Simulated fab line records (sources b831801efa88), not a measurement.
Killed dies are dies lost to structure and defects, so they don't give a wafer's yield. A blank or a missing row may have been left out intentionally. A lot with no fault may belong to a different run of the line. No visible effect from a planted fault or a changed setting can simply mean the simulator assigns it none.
2 desks looking at one fault    flow gf180mcu    each desk has only its own numbers; what lay behind them comes last

## TOOL OWNER'S DESK, furnace-01
The tool's own readings at GF_DUAL_GATE_OXIDATION_02 (stabilise 600 s, purge 300 s, target thk 10.887 nm): means of the sampled wafers that have a number, for each lot that ran on this tool. Marked OUT: a lot whose mean sits more than 4 standard deviations from the usual mean, which makes it out of limits; the brackets give that distance.
Columns: A = spikeTcLowerC at GF_DUAL_GATE_OXIDATION_02, usual 900.5 C; B = zonePowerLowerPct at GF_DUAL_GATE_OXIDATION_02, usual 19.7 %
lot   first seen here  A      B
L369  day 7 10:37      900.3  19.4
L371  day 7 23:49      900.9  19.3
L373  day 8 16:59      899.7  19.5
L374  day 8 20:47      901.8  19.5
L376  day 9 15:32      900.8  19.2
L381  day 10 20:31     900.5  19.4
L382  day 11 03:44     900.2  19.4
L384  day 11 18:53     900.3  19.3
L392  day 14 05:28     900.8  19.3
This desk's verdict: no lot among the 9 shows anything out of limits.

## FROM THE METROLOGY DESK
What the gauges read, lot by lot, whatever tool the lot ran on: means of the sampled wafers that have a number. Marked OUT: a lot whose mean sits more than 4 standard deviations from the usual mean, which makes it out of limits; the brackets give that distance.
Columns: A = VT_IMPLANT_02_OVL at GF_VT_IMPLANT_OVL_MEAS_29, usual -0.7 nm; B = DUAL_GATE_OXIDATION_00_THK at GF_DUAL_GATE_THK_MEAS_03, usual 10.84 nm
lot   first seen here  A     B
L369  day 6 17:56      -3.2  10.39
L371  day 7 07:00      -2.3  10.68
L372  day 7 13:18      -1.3  10.95
L373  day 7 22:58      0.6   10.82
L374  day 8 02:37      -1.0  10.71
L375  day 8 10:55      -0.2  11.24
L376  day 8 19:42      -2.2  10.80
L378  day 9 06:12      -1.8  10.78
L380  day 9 20:48      0.9   10.75
L381  day 10 00:52     0.1   11.06
L382  day 10 08:12     -0.4  14.07 (+13) OUT
L384  day 10 22:35     -0.5  13.74 (+12) OUT
L392  day 13 07:38     1.1   11.10
Per this desk, out of limits: L382, L384; the first was L382, day 11 05:11 (DUAL_GATE_OXIDATION_00_THK at GF_DUAL_GATE_THK_MEAS_03). L369, L371, L372, L373, L374, L375, L376, L378, L380, L381, L392: within limits.

## TAKEN TOGETHER
An alarm was possible from the metrology desk at day 11 05:11, on L382, L384.
The desk of the tool owner found nothing out of limits.
Tool owner's desk: L382, L384 on record, inside its limits.
Every lot named ran GF_DUAL_GATE_OXIDATION_02 on furnace-01.

## WHAT THE SIMULATOR HAD INSERTED
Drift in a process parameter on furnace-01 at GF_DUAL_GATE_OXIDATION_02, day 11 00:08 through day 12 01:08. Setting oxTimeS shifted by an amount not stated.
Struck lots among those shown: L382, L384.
Hours from the fault's start to each desk's first reading out of limits: the metrology desk, 5.
